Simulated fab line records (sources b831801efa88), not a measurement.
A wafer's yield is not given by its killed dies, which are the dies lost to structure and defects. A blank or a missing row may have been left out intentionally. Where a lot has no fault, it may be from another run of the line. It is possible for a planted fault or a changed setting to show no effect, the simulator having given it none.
Which tool was responsible? || flow gf180mcu || 42 wafers from 14 lots sampled at 4 of the route's 602 steps

WHAT THE GAUGES SHOWED, per wafer
GF_DNWELL_TW_MEAS_09. Usual: DNWELL_TW typically reads 1346, with standard deviation 16.
{"lot": "L543", "measured": "day 2 18:18", "on": "film-metro-01", "DNWELL_TW": "1365 1366 1375", "flag": ""}
{"lot": "L544", "measured": "day 3 04:44", "on": "film-metro-04", "DNWELL_TW": "1345 1346 1333", "flag": ""}
{"lot": "L546", "measured": "day 3 12:43", "on": "film-metro-03", "DNWELL_TW": "1335 1335 1341", "flag": ""}
{"lot": "L553", "measured": "day 5 01:05", "on": "film-metro-04", "DNWELL_TW": "1344 1338 1339", "flag": ""}
{"lot": "L556", "measured": "day 5 16:29", "on": "film-metro-04", "DNWELL_TW": "1335 1337 1335", "flag": ""}
{"lot": "L557", "measured": "day 5 21:52", "on": "film-metro-04", "DNWELL_TW": "1340 1341 1350", "flag": ""}
{"lot": "L558", "measured": "day 6 03:05", "on": "film-metro-04", "DNWELL_TW": "1342 1339 1344", "flag": ""}
{"lot": "L559", "measured": "day 6 07:47", "on": "film-metro-03", "DNWELL_TW": "1340 1337 1335", "flag": ""}
{"lot": "L560", "measured": "day 6 11:23", "on": "film-metro-01", "DNWELL_TW": "1368 1367 1360", "flag": ""}
{"lot": "L563", "measured": "day 7 04:52", "on": "film-metro-03", "DNWELL_TW": "1316 1321 1320", "flag": ""}
{"lot": "L564", "measured": "day 7 11:29", "on": "film-metro-03", "DNWELL_TW": "1326 1323 1320", "flag": ""}
{"lot": "L565", "measured": "day 7 15:38", "on": "film-metro-01", "DNWELL_TW": "1354 1359 1363", "flag": ""}

GF_POLY_GATE_OVL_MEAS_11. Usual: POLY_GATE_OVL typically reads 1 nm, with standard deviation 6.8.
{"lot": "L543", "measured": "day 9 04:41", "on": "overlay-01", "POLY_GATE_OVL (nm)": "10 -8 5", "flag": ""}
{"lot": "L544", "measured": "day 10 01:19", "on": "overlay-02", "POLY_GATE_OVL (nm)": "-10 -5 -6", "flag": ""}
{"lot": "L546", "measured": "day 10 09:00", "on": "overlay-02", "POLY_GATE_OVL (nm)": "1 4 6", "flag": ""}
{"lot": "L553", "measured": "day 12 06:14", "on": "overlay-01", "POLY_GATE_OVL (nm)": "-2 1 -7", "flag": ""}
{"lot": "L556", "measured": "day 12 23:56", "on": "overlay-01", "POLY_GATE_OVL (nm)": "11 2 16", "flag": ""}
{"lot": "L557", "measured": "day 13 07:17", "on": "overlay-02", "POLY_GATE_OVL (nm)": "2 3 -1", "flag": ""}
{"lot": "L558", "measured": "day 13 16:40", "on": "overlay-01", "POLY_GATE_OVL (nm)": "5 -3 -3", "flag": ""}
{"lot": "L559", "measured": "day 13 21:08", "on": "overlay-01", "POLY_GATE_OVL (nm)": "18 13 18", "flag": ""}
{"lot": "L560", "measured": "day 14 03:10", "on": "overlay-02", "POLY_GATE_OVL (nm)": "-6 4 -1", "flag": ""}
{"lot": "L563", "measured": "day 15 02:26", "on": "overlay-01", "POLY_GATE_OVL (nm)": "-9 -4 -1", "flag": ""}
{"lot": "L564", "measured": "day 15 13:29", "on": "overlay-02", "POLY_GATE_OVL (nm)": "10 5 7", "flag": ""}
{"lot": "L565", "measured": "day 15 14:49", "on": "overlay-02", "POLY_GATE_OVL (nm)": "-9 -6 -2", "flag": ""}

EACH LOT AND THE TOOL THAT RAN IT (in order: tool; ch and the chambers of the sampled wafers; start)
{"lot": "L543", "GF_STI_OXIDATION_29": "furnace-02 ch 0, day 2 04:53", "GF_DNWELL_STRIP_08": "plasma-asher-02 ch 0,1, day 2 18:11"}
{"lot": "L544", "GF_STI_OXIDATION_29": "furnace-02 ch 0, day 2 15:29", "GF_DNWELL_STRIP_08": "plasma-asher-02 ch 0,1, day 3 04:37"}
{"lot": "L546", "GF_STI_OXIDATION_29": "furnace-02 ch 0, day 2 22:24", "GF_DNWELL_STRIP_08": "plasma-asher-03 ch 0,1, day 3 12:38"}
{"lot": "L547", "GF_STI_OXIDATION_29": "furnace-02, day 3 02:22", "GF_DNWELL_STRIP_08": "-"}
{"lot": "L548", "GF_STI_OXIDATION_29": "furnace-02, day 3 09:50", "GF_DNWELL_STRIP_08": "-"}
{"lot": "L553", "GF_STI_OXIDATION_29": "furnace-02 ch 0, day 4 09:32", "GF_DNWELL_STRIP_08": "plasma-asher-04 ch 0,1, day 5 00:59"}
{"lot": "L556", "GF_STI_OXIDATION_29": "furnace-02 ch 0, day 5 01:10", "GF_DNWELL_STRIP_08": "plasma-asher-04 ch 0,1, day 5 16:23"}
{"lot": "L557", "GF_STI_OXIDATION_29": "furnace-01 ch 0, day 5 05:39", "GF_DNWELL_STRIP_08": "plasma-asher-02 ch 0,1, day 5 21:46"}
{"lot": "L558", "GF_STI_OXIDATION_29": "furnace-02 ch 0, day 5 10:23", "GF_DNWELL_STRIP_08": "plasma-asher-02 ch 0, day 6 02:59"}
{"lot": "L559", "GF_STI_OXIDATION_29": "furnace-02 ch 0, day 5 15:16", "GF_DNWELL_STRIP_08": "plasma-asher-04 ch 0,1, day 6 07:41"}
{"lot": "L560", "GF_STI_OXIDATION_29": "furnace-02 ch 0, day 5 18:49", "GF_DNWELL_STRIP_08": "plasma-asher-04 ch 0,1, day 6 11:17"}
{"lot": "L563", "GF_STI_OXIDATION_29": "furnace-02 ch 0, day 6 11:28", "GF_DNWELL_STRIP_08": "plasma-asher-02 ch 0,1, day 7 04:46"}
{"lot": "L564", "GF_STI_OXIDATION_29": "furnace-01 ch 0, day 6 18:10", "GF_DNWELL_STRIP_08": "plasma-asher-02 ch 0,1, day 7 11:23"}
{"lot": "L565", "GF_STI_OXIDATION_29": "furnace-02 ch 0, day 6 22:13", "GF_DNWELL_STRIP_08": "plasma-asher-02 ch 0,1, day 7 15:32"}
- GF_STI_OXIDATION_29: stabilise 600 s, purge 300 s, target thk 10 nm.
- GF_DNWELL_STRIP_08: strips in O2/N2.

WHAT THE TOOLS THEMSELVES READ (means of the sampled wafers that have a number; where no wafer has one, the mark that the record gives instead)
GF_STI_OXIDATION_29. Usual: ox-temp-c 900.0 C, standard deviation 0.38; ox-temp-c-max 903.6, standard deviation 0.7; spike-tc-top-C 911.7 C, standard deviation 2.1; spike-tc-upper-C 900.1 C, standard deviation 0.96; zone-power-top-pct 33.9 %, standard deviation 2.
{"lot": "L543", "tool": "furnace-02", "ox-temp-c (C)": 899.6, "ox-temp-c-max": 903.6, "spike-tc-top-C (C)": 910.9, "spike-tc-upper-C (C)": 901.5, "zone-power-top-pct (%)": 34.8, "flag": ""}
{"lot": "L544", "tool": "furnace-02", "ox-temp-c (C)": 899.7, "ox-temp-c-max": 903.3, "spike-tc-top-C (C)": 910.9, "spike-tc-upper-C (C)": 899.9, "zone-power-top-pct (%)": 34.9, "flag": ""}
{"lot": "L546", "tool": "furnace-02", "ox-temp-c (C)": 900.0, "ox-temp-c-max": 903.4, "spike-tc-top-C (C)": 911.7, "spike-tc-upper-C (C)": 900.3, "zone-power-top-pct (%)": 34.7, "flag": ""}
{"lot": "L547", "tool": "furnace-02", "ox-temp-c (C)": "-", "ox-temp-c-max": "-", "spike-tc-top-C (C)": "-", "spike-tc-upper-C (C)": "-", "zone-power-top-pct (%)": "-", "flag": "OFF"}
{"lot": "L548", "tool": "furnace-02", "ox-temp-c (C)": "-", "ox-temp-c-max": "-", "spike-tc-top-C (C)": "-", "spike-tc-upper-C (C)": "-", "zone-power-top-pct (%)": "-", "flag": "OFF"}
{"lot": "L553", "tool": "furnace-02", "ox-temp-c (C)": 900.1, "ox-temp-c-max": 903.6, "spike-tc-top-C (C)": 910.3, "spike-tc-upper-C (C)": 900.2, "zone-power-top-pct (%)": 34.9, "flag": ""}
{"lot": "L556", "tool": "furnace-02", "ox-temp-c (C)": 899.7, "ox-temp-c-max": 903.8, "spike-tc-top-C (C)": 911.4, "spike-tc-upper-C (C)": 900.4, "zone-power-top-pct (%)": 34.8, "flag": ""}
{"lot": "L557", "tool": "furnace-01", "ox-temp-c (C)": 900.0, "ox-temp-c-max": 903.5, "spike-tc-top-C (C)": 916.0, "spike-tc-upper-C (C)": 899.8, "zone-power-top-pct (%)": 30.3, "flag": ""}
{"lot": "L558", "tool": "furnace-02", "ox-temp-c (C)": 900.2, "ox-temp-c-max": 904.2, "spike-tc-top-C (C)": 910.4, "spike-tc-upper-C (C)": 899.9, "zone-power-top-pct (%)": 34.9, "flag": ""}
{"lot": "L559", "tool": "furnace-02", "ox-temp-c (C)": 900.0, "ox-temp-c-max": 903.7, "spike-tc-top-C (C)": 910.5, "spike-tc-upper-C (C)": 900.6, "zone-power-top-pct (%)": 34.7, "flag": ""}
{"lot": "L560", "tool": "furnace-02", "ox-temp-c (C)": 900.2, "ox-temp-c-max": 904.0, "spike-tc-top-C (C)": 911.1, "spike-tc-upper-C (C)": 899.9, "zone-power-top-pct (%)": 35.0, "flag": ""}
{"lot": "L563", "tool": "furnace-02", "ox-temp-c (C)": 900.0, "ox-temp-c-max": 903.8, "spike-tc-top-C (C)": 911.9, "spike-tc-upper-C (C)": 900.8, "zone-power-top-pct (%)": 34.9, "flag": ""}
{"lot": "L564", "tool": "furnace-01", "ox-temp-c (C)": 899.6, "ox-temp-c-max": 902.8, "spike-tc-top-C (C)": 915.8, "spike-tc-upper-C (C)": 899.6, "zone-power-top-pct (%)": 30.0, "flag": ""}
{"lot": "L565", "tool": "furnace-02", "ox-temp-c (C)": 899.6, "ox-temp-c-max": 903.0, "spike-tc-top-C (C)": 910.7, "spike-tc-upper-C (C)": 900.1, "zone-power-top-pct (%)": 35.3, "flag": ""}

GF_DNWELL_STRIP_08. Usual: drypump-motor-current-A 5.7 A, standard deviation 0.48; heater-power-w 345 W, standard deviation 52; oes-product-au 0.723 a.u., standard deviation 0.0046; strip-time-to-endpoint-s 36.95 s, standard deviation 0.097.
{"lot": "L543", "tool": "plasma-asher-02", "drypump-motor-current-A (A)": 6.1, "heater-power-w (W)": 306, "oes-product-au (a.u.)": 0.726, "strip-time-to-endpoint-s (s)": 36.95, "flag": ""}
{"lot": "L544", "tool": "plasma-asher-02", "drypump-motor-current-A (A)": 6.2, "heater-power-w (W)": 305, "oes-product-au (a.u.)": 0.724, "strip-time-to-endpoint-s (s)": 36.93, "flag": ""}
{"lot": "L546", "tool": "plasma-asher-03", "drypump-motor-current-A (A)": 5.9, "heater-power-w (W)": 330, "oes-product-au (a.u.)": 0.725, "strip-time-to-endpoint-s (s)": 36.93, "flag": ""}
{"lot": "L553", "tool": "plasma-asher-04", "drypump-motor-current-A (A)": 5.2, "heater-power-w (W)": 351, "oes-product-au (a.u.)": 0.721, "strip-time-to-endpoint-s (s)": 37.07, "flag": ""}
{"lot": "L556", "tool": "plasma-asher-04", "drypump-motor-current-A (A)": 5.3, "heater-power-w (W)": 396, "oes-product-au (a.u.)": 0.720, "strip-time-to-endpoint-s (s)": 36.92, "flag": ""}
{"lot": "L557", "tool": "plasma-asher-02", "drypump-motor-current-A (A)": 6.1, "heater-power-w (W)": 321, "oes-product-au (a.u.)": 0.720, "strip-time-to-endpoint-s (s)": 36.96, "flag": ""}
{"lot": "L558", "tool": "plasma-asher-02", "drypump-motor-current-A (A)": 6.0, "heater-power-w (W)": 318, "oes-product-au (a.u.)": 0.720, "strip-time-to-endpoint-s (s)": 37.05, "flag": ""}
{"lot": "L559", "tool": "plasma-asher-04", "drypump-motor-current-A (A)": 5.2, "heater-power-w (W)": 347, "oes-product-au (a.u.)": 0.721, "strip-time-to-endpoint-s (s)": 36.93, "flag": ""}
{"lot": "L560", "tool": "plasma-asher-04", "drypump-motor-current-A (A)": 5.3, "heater-power-w (W)": 392, "oes-product-au (a.u.)": 0.717, "strip-time-to-endpoint-s (s)": 36.86, "flag": ""}
{"lot": "L563", "tool": "plasma-asher-02", "drypump-motor-current-A (A)": 6.1, "heater-power-w (W)": 323, "oes-product-au (a.u.)": 0.722, "strip-time-to-endpoint-s (s)": 36.98, "flag": ""}
{"lot": "L564", "tool": "plasma-asher-02", "drypump-motor-current-A (A)": 6.1, "heater-power-w (W)": 324, "oes-product-au (a.u.)": 0.722, "strip-time-to-endpoint-s (s)": 37.13, "flag": ""}
{"lot": "L565", "tool": "plasma-asher-02", "drypump-motor-current-A (A)": 6.1, "heater-power-w (W)": 326, "oes-product-au (a.u.)": 0.720, "strip-time-to-endpoint-s (s)": 36.92, "flag": ""}

THE ANSWER, worked out from the rows above alone
Rule: lot off if the mean of its wafers having a number is beyond 3 standard deviations from the usual mean. Also off: a lot with no number at a reading for which 4 or more lots have one. All remaining lots with rows at the step are treated as sound. After the gauges, taken in route order, come the tools' own readings; for these a lot's mean is taken, as printed above. The first step at which some lot is off is used, and at that step the reading that is off furthest; a lot without a number counts as furthest.
Off at GF_STI_OXIDATION_29 (ox-temp-c): L547, L548. Without a number there: L547, L548.
If a tool, at that step or one of the process steps before it, ran each lot that is off and ran no sound lot following the first of them, it fits. Not one of the candidates tried fits.

WHAT WAS PUT IN BY THE SIMULATOR
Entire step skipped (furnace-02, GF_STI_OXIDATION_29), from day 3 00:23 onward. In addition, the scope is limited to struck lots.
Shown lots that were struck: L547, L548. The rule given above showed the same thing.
